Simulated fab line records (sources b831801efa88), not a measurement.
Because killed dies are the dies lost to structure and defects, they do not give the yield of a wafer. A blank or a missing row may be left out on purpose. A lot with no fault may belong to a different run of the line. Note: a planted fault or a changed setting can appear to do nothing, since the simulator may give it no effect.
A struck lot beside a sound one -- flow gf180mcu -- 27 out of 602 route steps
Sound: the wafers L421.1, L421.2, L421.4. Wafers L432.3, L432.4, L432.6 were the ones struck. The cause is named last.
Per side, at each step with rows, come the tool, then ch with its chambers, and then its first start. Under that, the readings that differ: sound wafers -- struck wafers -- difference of the means -- sigmas: that difference in standard deviations of wafers without a fault.
alike: same words and numbers on both sides, and readings whose means sit less than 2 such deviations apart. not compared: any withheld reading, any reading some wafer has no value for, any bound like >300 that may hide the same value, and any number with overlapping values for which the record gives no deviation.
Wherever a step has rows on one side only, a row that says differs or no value, or a row with sigmas, the two part there. Non-overlapping numbers with no deviation appear without sigmas and do not part them. A reading that every wafer of one side lacks parts them only if that side has two wafers or more.

GF_HV_LDD_ETCHBACK_58: etches Si3N4 in CH3F/O2, stops on SiO2, time 100 s, target depth 90 nm.
  sound on rie_diel-01 ch 0,1,3, day 14 05:58; struck on rie_diel-03 ch 0,1, day 17 12:47
  alike: drypump_motor_current_A, oes_product_au, throttle_valve_pct
  not compared: rf_hours_counter_h
then, 7 steps without rows for these wafers: GF_NSD_DEHYDRATE_00 (time 60 s); GF_NSD_HMDS_01 (prime time 60 s); GF_NSD_COAT_02 (resist thk 1000 nm); GF_NSD_SOFTBAKE_03 (time 60 s); GF_NSD_EXPOSE_04 (exposes mask Nplus, target cd 400 nm); GF_NSD_PEB_05; GF_NSD_DEVELOP_06 (develop time 60 s).
GF_NSD_CD_MEAS_07: the cd target is 400 nm.
  struck on cd_sem-01, day 18 11:45; sound on cd_sem-02, day 15 02:10
  alike: cd_nm
GF_NSD_OVL_MEAS_08:
  struck on overlay-01, day 18 11:51; sound on overlay-01, day 15 02:17
  alike: NSD_OVL
then, 2 steps without rows for these wafers: GF_NSD_IMPLANT_09; GF_NSD_IMPLANT_10.
GF_NSD_STRIP_11: strips in O2/N2.
  sound on plasma_asher-03 ch 0,1, day 15 02:37; struck on plasma_asher-04 ch 0,1, day 18 12:12
reading,sound,struck,difference,sigmas
drypump_motor_current_A (A),5.70 5.77 5.80,5.41 5.55 5.43,-0.29,-2
strip_time_to_endpoint_s (s),23.00 23.02 23.03,- - -,no value on the struck wafers,
model.NOVOLAK_of_NSD_COAT_02.thk_nm (nm),0 0 0,390.7 389.7 390.3,+390.2,
  alike: heater_power_w, oes_product_au
  not compared: rf_hours_counter_h
GF_NSD_TW_MEAS_12:
  struck on film_metro-03, day 18 12:17; sound on film_metro-03, day 15 02:43
  alike: NSD_TW
then, 7 steps without rows for these wafers: GF_PSD_DEHYDRATE_00 (time 60 s); GF_PSD_HMDS_01 (prime time 60 s); GF_PSD_COAT_02 (resist thk 1000 nm); GF_PSD_SOFTBAKE_03 (time 60 s); GF_PSD_EXPOSE_04 (exposes mask Pplus, target cd 400 nm); GF_PSD_PEB_05; GF_PSD_DEVELOP_06 (develop time 60 s).
GF_PSD_CD_MEAS_07: the cd target is 400 nm.
  struck on cd_sem-01, day 19 11:51; sound on cd_sem-02, day 16 00:34
  alike: cd_nm
GF_PSD_OVL_MEAS_08:
  struck on overlay-02, day 19 11:57; sound on overlay-02, day 16 00:41
  alike: PSD_OVL
after that, 1 step had no rows for these wafers: GF_PSD_IMPLANT_09.
GF_PSD_STRIP_10: strips in O2/N2.
  sound on plasma_asher-03 ch 0,1, day 16 00:52; struck on plasma_asher-03 ch 0,1, day 19 12:09
reading,sound,struck,difference,sigmas
oes_product_au (a.u.),0.594 0.594 0.597,0.627 0.628 0.622,+0.031,+6
strip_time_to_endpoint_s (s),16.45 16.49 16.51,22.34 22.34 22.36,+5.86,+99 or more
  alike: drypump_motor_current_A, heater_power_w
  not compared: rf_hours_counter_h
GF_PSD_TW_MEAS_11:
  struck on film_metro-03, day 19 12:33; sound on film_metro-04, day 16 00:58
reading,sound,struck,difference,sigmas
PSD_TW,3135 3136 3131,30 30 30,-3104,-99 or more
  not compared: hold
GF_PASSIVATION_PROBE_99:
  rows exist in the record for the sound wafers here (prober-02, day 30 15:07), none for the struck ones

WHERE THEY PART
At GF_NSD_STRIP_11 first; at GF_PASSIVATION_PROBE_99 last (within this record only).

WHY: the cause the simulator had injected
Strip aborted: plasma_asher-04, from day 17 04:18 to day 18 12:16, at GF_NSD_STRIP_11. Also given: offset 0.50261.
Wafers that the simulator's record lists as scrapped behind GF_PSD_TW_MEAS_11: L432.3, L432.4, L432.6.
